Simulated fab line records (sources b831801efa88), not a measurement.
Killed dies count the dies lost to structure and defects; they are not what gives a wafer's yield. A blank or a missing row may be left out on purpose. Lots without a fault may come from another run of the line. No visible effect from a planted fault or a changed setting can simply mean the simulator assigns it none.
The tool behind it: which one?	flow sky130	39 wafers from 13 lots sampled at 2 of the route's 708 steps

## WHAT THE GAUGES READ, wafer by wafer
SKY_CAPM_THK_MEAS_01. Usual: for CAPM_CVD_00_THK the level is 15.46 nm and the standard deviation is 0.22.
lot	measured	on	CAPM_CVD_00_THK (nm)	flag
L294	day 36 22:23	film-metro-04	15.18 15.58 15.65	
L293	day 37 07:23	film-metro-02	15.72 15.83 15.78	
L295	day 37 08:19	film-metro-03	15.60 15.32 15.89	
L296	day 37 16:45	film-metro-04	15.44 15.67 15.51	
L297	day 38 05:36	film-metro-03	15.35 15.59 15.51	
L299	day 39 02:11	film-metro-03	15.59 15.54 15.54	
L298	day 39 04:34	film-metro-04	15.49 15.58 15.45	
L303	day 39 21:33	film-metro-02	14.88 15.14 15.25	
L305	day 40 16:01	film-metro-02	15.35 9.71 15.52	OFF
L309	day 42 00:52	film-metro-02	15.04 15.15 15.12	
L313	day 42 17:30	film-metro-04	15.40 15.57 15.46	
L314	day 42 23:58	film-metro-04	15.45 15.28 15.29	
L315	day 43 04:41	film-metro-04	15.23 15.28 15.35	

## WHAT TOOL EACH LOT RAN ON (gives the tool, then ch and the chambers of the sampled wafers, and finally the start)
lot	SKY_CAPM_CVD_00
L294	pecvd-02 ch 0,2, day 36 22:22
L293	pecvd-03 ch 1,2, day 37 07:20
L295	pecvd-02 ch 0,1,2, day 37 08:17
L296	pecvd-03 ch 0,1,2, day 37 16:43
L297	pecvd-02 ch 1,2, day 38 05:34
L299	pecvd-03 ch 0,1,2, day 39 02:08
L298	pecvd-02 ch 0,1, day 39 04:32
L303	pecvd-01 ch 0,1, day 39 21:31
L305	pecvd-02 ch 0,1,2, day 40 15:59
L309	pecvd-03 ch 0,1,2, day 42 00:51
L313	pecvd-03 ch 0,1,2, day 42 17:28
L314	pecvd-01 ch 0,1,2, day 42 23:56
L315	pecvd-01 ch 0,1, day 43 04:39
- SKY_CAPM_CVD_00: deposits SiO2, target thk 15.5 nm.

## WHAT THE TOOLS THEMSELVES READ (means of the sampled wafers that have a number; where no wafer has one, the mark that the record gives instead)
SKY_CAPM_CVD_00. Usual: heater-power-w at 737 W, with a standard deviation of 90.
lot	tool	heater-power-w (W)	flag
L294	pecvd-02	687	
L293	pecvd-03	665	
L295	pecvd-02	652	
L296	pecvd-03	806	
L297	pecvd-02	791	
L299	pecvd-03	750	
L298	pecvd-02	657	
L303	pecvd-01	713	
L305	pecvd-02	686	
L309	pecvd-03	754	
L313	pecvd-03	739	
L314	pecvd-01	770	
L315	pecvd-01	717	

## THE ANSWER, worked out from the rows above alone
Rule: lot off if the mean of its wafers having a number is beyond 3 standard deviations from the usual mean. A lot without any number at a reading at which 4 lots or more have one is off too. Any other lot the step has rows for is counted as sound. Order of review: gauges by route order, followed by the tools' own readings, for which a lot's mean as printed above is used. At the first step where some lot is off, the reading lying furthest off is the one used; lots without a number count as furthest.
Off: at SKY_CAPM_THK_MEAS_01 (CAPM_CVD_00_THK), L305.
If a tool, at a process step before that reading, ran all the lots that are off and no sound lot after the first of them, it fits. Those tools and the gauges at SKY_CAPM_THK_MEAS_01 are tried in the same way. One candidate fits, namely pecvd-02 at SKY_CAPM_CVD_00. A fault onset in the window from L298 (day 39 04:32, its last sound lot) to L305 (day 40 15:59, its first lot off) fits.

## WHAT THE SIMULATOR PUT IN
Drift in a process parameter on pecvd-02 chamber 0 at SKY_CAPM_CVD_00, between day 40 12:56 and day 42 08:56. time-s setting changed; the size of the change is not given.
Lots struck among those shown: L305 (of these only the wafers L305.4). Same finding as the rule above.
